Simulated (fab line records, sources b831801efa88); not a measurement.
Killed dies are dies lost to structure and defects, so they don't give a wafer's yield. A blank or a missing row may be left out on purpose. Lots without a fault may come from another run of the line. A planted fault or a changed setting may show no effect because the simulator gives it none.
A struck lot beside a sound one | flow sfq_line | 13 steps out of a route of 325
Sound: wafers L322.1, L322.5, L322.6. Struck: wafers L312.2, L312.3, L312.6. The cause comes at the end.
At each step with rows: each side's tool, then ch and its chambers, then its first start. Under that, the readings that differ: sound wafers | struck wafers | difference of the means | sigmas: that difference in standard deviations of wafers without a fault.
alike: readings whose means differ by less than 2 such deviations, and words and numbers that are the same on both sides. not compared: withheld readings, readings that some wafer has no value for, bounds like >300 that may hide the same value, and numbers for which the record gives no deviation and whose values overlap.
The two part at a step that has a row with sigmas, a row that says differs or no value, or rows on one side only. Numbers that don't overlap but have no deviation are shown without sigmas and don't part them. A reading that every wafer of one side lacks parts them only if that side has two wafers or more.

SFQ_TRILAYER_I0_VIA_BARC_OPEN_VIA_ETCH_046: etches BARC in O2, target depth 125 nm, time 41.7 s.
  sound on rie_diel-02 ch 0,3, day 24 15:08; struck on rie_diel-04 ch 0,1,3, day 20 06:29
  alike: drypump_motor_current_A, oes_product_au
  not compared: rf_hours_counter_h
SFQ_TRILAYER_I0_VIA_ETCH_VIA_ETCH_034: etches SiO2 in CHF3, stops on Nb, target depth 260 nm.
  sound on rie_diel-02 ch 0,3, day 24 15:10; struck on rie_diel-04 ch 0,1,3, day 20 06:31
  alike: drypump_motor_current_A, oes_product_au
SFQ_TRILAYER_I0_VIA_STRIP_STRIP_035: strips in O2.
  sound on rie_metal-01 ch 0, day 24 15:17; struck on rie_metal-02 ch 0,1, day 20 06:38
  alike: drypump_motor_current_A, oes_product_au
  not compared: rf_hours_counter_h
then, 2 steps without rows for these wafers: SFQ_TRILAYER_I0_VIA_STRIP_SOLV_CLEAN_036 (cleans in NMP, time 600 s); SFQ_TRILAYER_M1_DEP_PRE_CLEAN_038 (time 22.5 s).
SFQ_TRILAYER_M1_DEP_SPUTTER_037: material Nb, target thk 200 nm, time 133.3 s.
  sound on pvd_sputter-04, day 24 16:41; struck on pvd_sputter-03, day 20 07:26
  alike: chamber_pressure_pa, throttle_valve_pct
SFQ_M1_RS_MEAS_909: measures by four-point-probe.
  sound on film_metro-04, day 24 16:47; struck on film_metro-03, day 20 07:33
  alike: M1_NB_RS
then, 4 steps without rows for these wafers: SFQ_TRILAYER_M1_LITHO_COAT_044 (resist thk 62 nm); SFQ_TRILAYER_M1_LITHO_COAT_039 (resist thk 600 nm); SFQ_TRILAYER_M1_LITHO_SOFTBAKE_043; SFQ_TRILAYER_M1_LITHO_EXPOSE_040 (exposes mask M1, target cd 500 nm).
-- the record jumps here: 7 days lie between the struck wafers' starts before and after --
SFQ_TRILAYER_M1_LITHO_PEB_042: peb time 60 s.
  sound on litho_track-03 ch 0, day 31 09:52; struck on litho_track-03, day 26 19:43
  no value came back on the struck wafers for chill_plate_temp_C (C), exhaust_pa (Pa), plate_temp_C (C); on the sound wafers chill_plate_temp_C (C) reads 22.91 22.98 22.96
then, 1 step without rows for these wafers: SFQ_TRILAYER_M1_LITHO_DEVELOP_041 (time 60 s).

WHERE THEY PART
Only at SFQ_TRILAYER_M1_LITHO_PEB_042, within this record.

WHY: what the simulator had put in
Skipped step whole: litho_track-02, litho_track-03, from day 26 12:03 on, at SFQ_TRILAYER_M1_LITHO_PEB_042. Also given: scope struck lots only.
